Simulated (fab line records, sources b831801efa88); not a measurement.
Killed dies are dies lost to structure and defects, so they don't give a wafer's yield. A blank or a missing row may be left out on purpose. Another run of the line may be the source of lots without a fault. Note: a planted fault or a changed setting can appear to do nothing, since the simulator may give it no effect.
8D (eight disciplines) problem report, filled in by code	flow gf180mcu	the parts of the form that need people (team, actions taken, sign-off) are left out

## 1. THE PROBLEM
Across 6 wafers from 2 lots, PSD_TW at GF_PSD_TW_MEAS_11 averages 3427, while fault-free wafers read 3180 with a standard deviation of 32. Measured from the usual mean, that is +7.7 standard deviations.
Seen first at day 15 12:20 on film-metro-01, wafer L133.2. Wafers with a number at this step in the record: 36, from 12 lots. Rule for "out" (also "out of limits"): further than 4 standard deviations from the usual mean. Any other wafer with a number is counted as sound.

## 2. WHAT IT IS AND WHAT IT IS NOT
question	is	is not
which readings at this step	PSD_TW	-
which lots	L133, L136	L129, L141, L142, L143, L144, L145, L147, L149, L150, L152
which wafers of those lots	all that have a number	-
read on which gauges	film-metro-01, film-metro-02	film-metro-04
when	from day 15 12:20	up to then (3 sound wafers); but 27 sound wafers of L141, L142, L143, L144, L145, L147, L149, L150, L152 came after

## 3. THE SUSPECTS, EACH WITH WHAT RULES IT OUT
Counting: any tool at a process step up to the reading is kept as a suspect provided that every lot that is out went through it and no sound lot did after the first of them.
- the gauge at GF_PSD_TW_MEAS_11: ruled out. The wafers that are out were read on 2 gauges (film-metro-01, film-metro-02).
- implanter-03 at GF_PSD_IMPLANT_09: ruled out as a lasting fault. After its first lot that is out, L133 (day 15 12:06), sound lots L142, L144, L145, L147, L150, L152 ran on it.
- plasma-asher-01 at GF_PSD_STRIP_10 (strips in O2/N2): ruled out as a lasting fault. After its first lot that is out, L133 (day 15 12:13), sound lots L143, L145, L150 ran on it.
Left after counting: nothing in the record.

## 4. THE CAUSE (what the simulator had put in)
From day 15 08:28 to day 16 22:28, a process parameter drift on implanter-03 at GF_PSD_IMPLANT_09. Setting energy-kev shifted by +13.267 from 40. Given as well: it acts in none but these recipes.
It was ruled out by counting, in error; the rule expects a fault to strike all lots run on its tool from its start on, and this fault did not.

## 5. THE EFFECT CHAIN, in route order
Each row: a reading where the mean over the struck wafers with a number is more than 3 standard deviations away from the usual. Only readings whose record carries a usual standard deviation are examined. hours: median over the lots of the time between each lot's start at the first step of this table that gives one and its start at this step. sigmas: the change, counted in usual standard deviations.
hours	step	reading	usual	on struck wafers	change	sigmas
0	GF_PSD_IMPLANT_09	beam-energy-keV	39.999	53.252	+13.253	+99 or more
0	GF_PSD_STRIP_10	oes-product-au	0.591 a.u.	0.564	-0.027	-5.9
0	GF_PSD_STRIP_10	strip-time-to-endpoint-s	16.54 s	17.77	+1.23	+33
0	GF_PSD_TW_MEAS_11	PSD_TW	3180	3427	+247	+7.7
1	GF_PSD_RS_MEAS_15	PSD_RS	108.60 ohm/sq	97.67	-10.92	-52
The process steps in it:
- GF_PSD_IMPLANT_09
- GF_PSD_STRIP_10: strips in O2/N2.
Later steps that measure or inspect, where all struck wafers having a row at the step show a number for every such reading and not one has moved that far: GF_SAB_THK_MEAS_01, GF_SAB_OVL_MEAS_10.

## 6. HOW IT WOULD HAVE BEEN CAUGHT EARLIER
4 hours passed between the start of the fault at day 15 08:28 and the first reading out of limits at a measuring or inspecting step in this record, taken at day 15 12:20.
The tool's own readings at GF_PSD_IMPLANT_09 were out on every struck wafer that the step has a row for (beam-energy-keV): an alarm limit on them would have fired on the first of those.
